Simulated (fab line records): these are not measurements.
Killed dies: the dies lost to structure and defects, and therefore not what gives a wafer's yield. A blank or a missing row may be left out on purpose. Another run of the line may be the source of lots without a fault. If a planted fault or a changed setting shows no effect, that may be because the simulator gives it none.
Which tool did it? ; flow gf180mcu ; Sampling: 13 lots, 39 wafers, 6 of 602 route steps

## WHAT THE GAUGES READ, wafer by wafer
GF_STI_BOW_MEAS_00.
lot;measured;on;INCOMING_BOW (um)
L757;day 1 10:01;film-metro-02;-1 -1 12
L758;day 1 15:02;film-metro-03;0 3 -2
L759;day 1 20:00;film-metro-02;5 -3 -14
L761;day 2 06:00;film-metro-03;8 6 -2
L762;day 2 11:01;film-metro-03;5 -13 -3
L763;day 2 16:00;film-metro-01;-5 14 -8
L764;day 2 21:00;film-metro-01;-5 2 9
L773;day 4 18:00;film-metro-03;-1 4 1
L776;day 5 09:00;film-metro-01;-10 0 -8
L777;day 5 14:00;film-metro-02;-1 9 -5
L778;day 5 19:02;film-metro-03;-1 12 5
L779;day 6 00:01;film-metro-03;10 7 0
L780;day 6 05:00;film-metro-01;15 -1 -4

GF_VT_IMPLANT_OVL_MEAS_18.
lot;measured;on;VT_IMPLANT_01_OVL (nm)
L757;day 6 05:59;overlay-01;-0.4 0.5 -1.6
L758;day 6 12:19;overlay-02;-3.3 -2.6 -4.8
L759;day 6 15:14;overlay-02;-5.2 -3.0 -2.7
L761;day 7 06:38;overlay-01;0.9 -0.6 -0.3
L762;day 7 13:24;overlay-02;0.1 0.1 -0.7
L763;day 7 17:26;overlay-01;0.6 0.5 1.3
L764;day 8 01:08;overlay-01;0.9 -0.7 -1.1
L773;day 10 12:05;overlay-02;- - -
L776;day 11 08:23;overlay-02;1.6 2.3 2.5
L777;day 11 12:14;overlay-01;2.4 1.0 0.1
L778;day 11 18:09;overlay-01;-2.5 -1.8 -2.5
L779;day 12 01:03;overlay-01;0.4 -0.7 0.5
L780;day 12 09:38;overlay-02;-2.8 -1.9 -3.8

GF_VT_IMPLANT_TW_MEAS_21.
lot;measured;on;VT_IMPLANT_2_TW
L757;day 6 06:17;film-metro-04;1222 1217 1222
L758;day 6 12:36;film-metro-01;1193 1202 1194
L759;day 6 15:32;film-metro-04;1219 1217 1219
L761;day 7 06:55;film-metro-03;1197 1200 1194
L762;day 7 13:41;film-metro-03;1200 1201 1206
L763;day 7 17:43;film-metro-03;1198 1202 1204
L764;day 8 01:28;film-metro-01;1201 1206 1207
L773;day 10 12:22;film-metro-03;30 30 30 30 30 30
L776;day 11 08:41;film-metro-01;1208 1205 1209
L777;day 11 12:32;film-metro-04;1220 1221 1223
L778;day 11 18:26;film-metro-03;1197 1195 1202
L779;day 12 01:20;film-metro-03;1198 1200 1204
L780;day 12 09:56;film-metro-01;1198 1199 1195

GF_VT_IMPLANT_OVL_MEAS_29.
lot;measured;on;VT_IMPLANT_02_OVL (nm)
L757;day 6 21:24;overlay-02;-2.7 0.0 -0.2
L758;day 7 03:22;overlay-02;2.4 3.8 1.6
L759;day 7 06:38;overlay-02;-2.3 1.0 -1.5
L761;day 7 22:29;overlay-02;1.7 2.0 2.1
L762;day 8 05:18;overlay-01;-1.9 -1.1 -1.8
L763;day 8 09:56;overlay-01;1.9 2.9 2.2
L764;day 8 17:32;overlay-02;2.9 4.4 5.3
L776;day 12 03:29;overlay-01;1.7 1.4 1.7
L777;day 12 07:26;overlay-01;1.6 0.9 1.0
L778;day 12 13:51;overlay-02;2.6 3.8 2.7
L779;day 12 21:05;overlay-02;1.1 0.5 1.9
L780;day 13 06:20;overlay-01;1.0 1.4 2.4

GF_HV_LDD_CD_MEAS_07 targets a cd of 400 nm.
lot;measured;on;cd-nm (nm)
L757;day 10 00:31;cd-sem-01;399.9 398.3 400.6
L758;day 10 06:56;cd-sem-02;401.4 396.4 400.7
L759;day 10 11:47;cd-sem-02;398.0 399.0 396.8
L761;day 11 02:32;cd-sem-01;401.9 400.8 400.9
L762;day 11 13:33;cd-sem-01;401.7 401.5 397.9
L763;day 11 19:20;cd-sem-02;394.9 397.7 393.9
L764;day 12 01:17;cd-sem-01;395.6 399.4 397.7
L776;day 15 20:26;cd-sem-01;400.7 398.7 399.6
L777;day 16 00:38;cd-sem-02;401.1 399.8 402.3
L778;day 16 09:43;cd-sem-02;400.2 399.4 400.6
L779;day 16 16:32;cd-sem-02;401.8 401.5 403.7
L780;day 17 03:17;cd-sem-02;397.4 397.3 395.0

## WHAT TOOL EACH LOT RAN ON (gives the tool, then ch and the chambers of the sampled wafers, and finally the start)
lot;GF_VT_IMPLANT_EXPOSE_15
L757;iline-stepper-02 ch 0, day 5 22:37
L758;iline-stepper-02 ch 0, day 6 05:05
L759;iline-stepper-01 ch 0, day 6 08:16
L761;iline-stepper-01 ch 0, day 6 23:17
L762;iline-stepper-01 ch 0, day 7 05:43
L763;iline-stepper-02 ch 0, day 7 09:46
L764;iline-stepper-02 ch 0, day 7 17:23
L773;iline-stepper-02 ch 0, day 10 03:21
L776;iline-stepper-01 ch 0, day 10 23:38
L777;iline-stepper-01 ch 0, day 11 02:56
L778;iline-stepper-02 ch 0, day 11 08:51
L779;iline-stepper-02 ch 0, day 11 16:16
L780;iline-stepper-01 ch 0, day 12 00:28
- GF_VT_IMPLANT_EXPOSE_15: exposes mask Nwell LV AREA, target cd 860 nm.

## WHAT THE TOOLS THEMSELVES READ (means of the sampled wafers that have a number; where no wafer has one, the mark that the record gives instead)
The record holds no such reading with a usual standard deviation.

## THE ANSWER, worked out from the rows above alone
Rule: the usual values come from the lots themselves. The widest of any qualifying gaps counts: lots, ordered by their means at a reading, are off when they make up no more than a third of the lots, leave a main group of 4 or more, and stand apart from it by 3 or more times the standard deviation of that group's means. A main group is skipped when, at the precision printed for the reading in the tables above, its means are all equal. Also off: a lot with no number at a reading for which 4 or more lots have one. All remaining lots with rows at the step are treated as sound. First the gauges in route order, then the tools' own readings, where a lot's mean is used as printed above. At the first step where some lot is off, the reading lying furthest off is the one used; lots without a number count as furthest.
Off: L773, seen at GF_VT_IMPLANT_OVL_MEAS_18 (VT_IMPLANT_01_OVL). Without a number there: L773. For the main group the mean is -0.8 nm and the standard deviation 1.8.
A tool fits if, at a process step before that reading, it ran every lot that is off, and no sound lot after the first of them. The gauges at GF_VT_IMPLANT_OVL_MEAS_18 aren't tried: what is off there is off at GF_VT_IMPLANT_TW_MEAS_21 too, on other tools, and a gauge's error can't cause that. Of those tried, none fits.

## WHAT THE SIMULATOR PUT IN
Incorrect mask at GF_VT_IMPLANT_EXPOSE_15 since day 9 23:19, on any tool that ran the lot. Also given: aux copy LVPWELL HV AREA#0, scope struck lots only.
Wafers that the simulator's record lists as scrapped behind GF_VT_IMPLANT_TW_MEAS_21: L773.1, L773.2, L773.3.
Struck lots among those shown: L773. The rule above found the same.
